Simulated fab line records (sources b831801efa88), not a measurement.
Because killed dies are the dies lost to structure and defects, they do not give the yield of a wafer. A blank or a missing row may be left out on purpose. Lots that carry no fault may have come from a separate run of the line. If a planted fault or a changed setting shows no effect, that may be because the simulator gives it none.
What tool caused it?    flow sky130    42 wafers from 14 lots sampled at 5 of the route's 708 steps

## WHAT THE GAUGES READ, wafer by wafer
SKY_SD_P_CD_MEAS_07 targets a cd of 380 nm.
lot   measured      on         cd nm (nm)
L211  day 25 16:48  cd sem-01  379.8 381.5 378.5
L213  day 26 14:46  cd sem-02  377.2 380.8 380.9
L214  day 27 06:33  cd sem-01  378.0 379.0 378.2
L216  day 27 09:52  cd sem-02  377.3 377.4 375.1
L215  day 27 15:45  cd sem-01  376.0 376.0 372.9
L220  day 29 09:45  cd sem-01  381.2 382.3 382.8
L221  day 29 16:54  cd sem-02  376.9 378.3 377.1
L223  day 30 01:45  cd sem-01  377.6 377.9 378.9
L227  day 31 10:59  cd sem-02  383.0 383.6 382.2
L229  day 31 23:11  cd sem-01  379.0 380.9 379.9
L230  day 32 11:12  cd sem-02  380.3 379.6 378.4
L232  day 33 00:45  cd sem-01  374.5 374.6 378.0
L233  day 33 03:39  cd sem-01  378.9 379.2 376.9
L234  day 33 04:54  cd sem-01  378.6 379.5 380.5

SKY_SD_P_OVL_MEAS_08.
lot   measured      on          SD_P_OVL (nm)
L211  day 25 16:55  overlay-01  2.1 3.3 0.3
L213  day 26 14:53  overlay-01  0.1 0.4 1.8
L214  day 27 06:40  overlay-02  1.4 -0.6 -0.3
L216  day 27 09:58  overlay-01  1.0 2.0 2.3
L215  day 27 15:52  overlay-02  0.3 1.7 2.2
L220  day 29 09:52  overlay-02  -0.1 0.2 0.5
L221  day 29 17:01  overlay-01  1.8 3.2 2.5
L223  day 30 01:52  overlay-02  1.3 2.6 2.9
L227  day 31 11:06  overlay-01  0.9 -0.1 2.6
L229  day 31 23:18  overlay-02  1.1 0.6 2.6
L230  day 32 11:19  overlay-02  0.5 0.8 0.3
L232  day 33 00:52  overlay-02  -0.9 -0.6 -0.6
L233  day 33 03:46  overlay-01  1.8 1.9 0.3
L234  day 33 05:01  overlay-02  2.4 1.7 0.9

SKY_SD_N_RS_MEAS_18: uses a four-point probe to measure.
lot   measured      on             RES_XHIGH_RS (ohm/sq)
L211  day 28 04:17  film metro-03  333.4 332.4 332.1
L213  day 29 02:20  film metro-01  332.1 333.1 332.5
L214  day 29 17:41  film metro-01  331.7 332.5 332.5
L216  day 29 20:32  film metro-03  331.0 332.1 332.2
L215  day 30 02:35  film metro-01  334.4 334.3 335.3
L220  day 31 19:37  film metro-03  355.0 354.0 353.1
L221  day 32 03:25  film metro-04  355.2 354.7 353.3
L223  day 32 11:10  film metro-01  355.3 354.5 354.5
L227  day 33 20:25  film metro-01  333.8 333.6 334.0
L229  day 34 07:43  film metro-04  336.1 335.4 335.2
L230  day 34 20:16  film metro-01  331.6 334.3 333.1
L232  day 35 08:40  film metro-03  335.5 334.7 335.3
L233  day 35 11:23  film metro-01  335.4 334.5 334.1
L234  day 35 12:44  film metro-03  335.5 336.5 335.2

SKY_LI_CONTACT_CD_MEAS_12 targets a cd of 170 nm.
lot   measured      on         cd nm (nm)
L211  day 29 09:08  cd sem-01  166.3 165.5 167.0
L213  day 30 07:15  cd sem-01  168.6 167.0 169.0
L214  day 30 22:36  cd sem-02  168.7 168.5 170.1
L216  day 31 01:00  cd sem-01  168.7 166.9 169.5
L215  day 31 07:31  cd sem-02  171.7 172.1 171.6
L220  day 33 00:17  cd sem-01  167.4 169.0 168.0
L221  day 33 07:53  cd sem-02  167.9 166.2 165.9
L223  day 33 15:53  cd sem-01  170.6 170.6 169.4
L227  day 35 00:00  cd sem-01  170.5 170.8 170.6
L229  day 35 11:14  cd sem-01  168.8 169.3 169.5
L230  day 36 00:14  cd sem-02  171.1 170.5 170.3
L232  day 36 10:50  cd sem-02  171.0 171.3 172.1
L233  day 36 14:20  cd sem-01  170.4 170.6 169.2
L234  day 36 15:21  cd sem-02  170.7 170.7 171.7

## EACH LOT AND THE TOOL THAT RAN IT (in order: tool; ch and the chambers of the sampled wafers; start)
lot   SKY_RES_XHIGH_IMPLANT_07
L211  implanter-02 ch 0, day 26 22:26
L213  implanter-04 ch 0, day 27 20:17
L214  implanter-02 ch 0, day 28 11:38
L216  implanter-02 ch 0, day 28 14:57
L215  implanter-02 ch 0, day 28 20:47
L220  implanter-04 ch 0, day 30 14:15
L221  implanter-04 ch 0, day 30 21:29
L223  implanter-04 ch 0, day 31 05:54
L227  implanter-02 ch 0, day 32 15:56
L229  implanter-02 ch 0, day 33 03:57
L230  implanter-04 ch 0, day 33 15:45
L232  implanter-03 ch 0, day 34 04:24
L233  implanter-03 ch 0, day 34 07:00
L234  implanter-04 ch 0, day 34 08:44
- SKY_RES_XHIGH_IMPLANT_07

## AS READ BY THE TOOLS THEMSELVES (means over the sampled wafers that have a number; for cases with no such wafer, the mark the record gives instead)
The record holds no such reading with a usual standard deviation.

## THE ANSWER, worked out from the rows above alone
Rule: usual is defined by the lots themselves. Put in order of their means at a reading, lots are off if they are a third of the lots or fewer, leave a main group of 4 or more, and stand apart from it by a gap of 3 or more times the standard deviation of the main group's means; of several such gaps the widest counts. A main group whose means are all the same, to the digits that the tables above print for the reading, isn't used. A lot without any number at a reading at which 4 lots or more have one is off too. The other lots that the step has rows for count as sound. After the gauges, taken in route order, come the tools' own readings; for these a lot's mean is taken, as printed above. The first step at which some lot is off is used, and at that step the reading that is off furthest; a lot without a number counts as furthest.
Off: L220, L221, L223, seen at SKY_SD_N_RS_MEAS_18 (RES_XHIGH_RS). For the main group the mean is 333.8 ohm/sq and the standard deviation 1.4.
A tool fits if, at a process step before that reading, it ran every lot that is off, and no sound lot after the first of them. Gauges at SKY_SD_N_RS_MEAS_18: tried the same way as those tools. No candidate that was tried fits.

## WHAT THE SIMULATOR HAD PUT IN
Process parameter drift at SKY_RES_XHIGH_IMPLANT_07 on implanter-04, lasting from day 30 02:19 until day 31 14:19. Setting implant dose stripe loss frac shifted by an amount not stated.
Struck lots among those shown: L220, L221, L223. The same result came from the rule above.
